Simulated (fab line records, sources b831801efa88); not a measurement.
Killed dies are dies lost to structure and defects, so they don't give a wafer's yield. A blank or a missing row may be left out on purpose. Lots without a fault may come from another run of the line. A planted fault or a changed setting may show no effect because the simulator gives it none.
A struck lot beside a sound one | flow gf180mcu | 15 steps out of a route of 602
Sound: wafers L210.2, L210.4, L210.6. Struck: wafers L214.3, L214.4, L214.6. The cause comes at the end.
At each step with rows: each side's tool, then ch and its chambers, then its first start. Under that, the readings that differ: sound wafers | struck wafers | difference of the means | sigmas: that difference in standard deviations of wafers without a fault.
alike: readings whose means differ by less than 2 such deviations, and words and numbers that are the same on both sides. not compared: withheld readings, readings that some wafer has no value for, bounds like >300 that may hide the same value, and numbers for which the record gives no deviation and whose values overlap.
The two part at a step that has a row with sigmas, a row that says differs or no value, or rows on one side only. Numbers that don't overlap but have no deviation are shown without sigmas and don't part them. A reading that every wafer of one side lacks parts them only if that side has two wafers or more.

GF_CONTACT_ETCH_16: etches BARC in N2/H2.
  sound on rie_diel-03 ch 1,3, day 16 01:43; struck on rie_diel-02 ch 0,1,2, day 17 15:10
  reading                | sound                | struck               | difference | sigmas
  throttle_valve_pct (%) | 13.220 13.242 13.230 | 13.187 13.225 13.221 | -0.020     | -2
  alike: bias_w, drypump_motor_current_A, h2_flow_sccm, oes_product_au
then, 1 step without rows for these wafers: GF_CONTACT_ETCH_17 (etches SiO2 in C4F8/O2/Ar, stops on CoSi2, target depth 860 nm).
GF_CONTACT_STRIP_18: strips in O2/N2.
  sound on plasma_asher-02 ch 1, day 16 01:53; struck on plasma_asher-04 ch 0,1, day 17 15:22
  alike: drypump_motor_current_A, heater_power_w, oes_product_au
  not compared: rf_hours_counter_h
then, 3 steps without rows for these wafers: GF_CONTACT_CLEAN_19 (cleans in SPM); GF_CONTACT_CLEAN_20 (cleans in DIW); GF_CONTACT_CLEAN_21 (cleans in dHF, time 20 s).
GF_CONTACT_SPUTTER_22: material Ti, target thk 15 nm, time 80.02 s.
  sound on pvd_sputter-02, day 16 02:11; struck on pvd_sputter-01, day 17 15:37
  alike: chamber_pressure_pa, substrate_temp_c, throttle_valve_pct
then, 1 step without rows for these wafers: GF_CONTACT_SPUTTER_23 (material TiN, target thk 10 nm, time 40 s).
GF_CONTACT_CVD_24: deposits W, target thk 300 nm, time 90.339 s.
  sound on cvd_w-01 ch 0,1, day 16 02:17; struck on cvd_w-01 ch 0,1, day 17 15:46
  alike: heater_power_w
  not compared: since_wet_clean_h
GF_CONTACT_RS_MEAS_25: measures by four-point-probe.
  sound on film_metro-04, day 16 02:24; struck on film_metro-02, day 17 15:52
  alike: CONTACT_W_RS
GF_CONTACT_THK_MEAS_26: measures by xrf.
  sound on film_metro-04, day 16 02:31; struck on film_metro-02, day 17 15:58
  alike: CONTACT_W_THK
then, 1 step without rows for these wafers: GF_CONTACT_CMP_27 (polishes, stops on SiO2, t overpolish 15 s, target thk 0 nm).
GF_M1_SPUTTER_00: material Ti, target thk 37.5 nm, time 150 s.
  sound on pvd_sputter-04, day 16 02:52; struck on pvd_sputter-04, day 17 16:18
  reading                               | sound             | struck            | difference | sigmas
  model.Ti_of_M1_SPUTTER_00.thk_nm (nm) | 37.68 37.65 37.91 | 29.72 29.88 29.83 | -7.94      |
  alike: chamber_pressure_pa, substrate_temp_c, throttle_valve_pct
GF_M1_SPUTTER_01: material TiN, target thk 30 nm, time 25 s.
  sound on pvd_sputter-04, day 16 02:58; struck on pvd_sputter-04, day 17 16:24
  alike: chamber_pressure_pa, throttle_valve_pct
then, 1 step without rows for these wafers: GF_PASSIVATION_PROBE_99.

WHERE THEY PART
Only at GF_CONTACT_ETCH_16, within this record. Later steps at which nothing parts them and some readings are alike: GF_CONTACT_STRIP_18, GF_CONTACT_SPUTTER_22, GF_CONTACT_CVD_24, GF_CONTACT_RS_MEAS_25, GF_CONTACT_THK_MEAS_26, GF_M1_SPUTTER_00, GF_M1_SPUTTER_01.

WHY: what the simulator had put in
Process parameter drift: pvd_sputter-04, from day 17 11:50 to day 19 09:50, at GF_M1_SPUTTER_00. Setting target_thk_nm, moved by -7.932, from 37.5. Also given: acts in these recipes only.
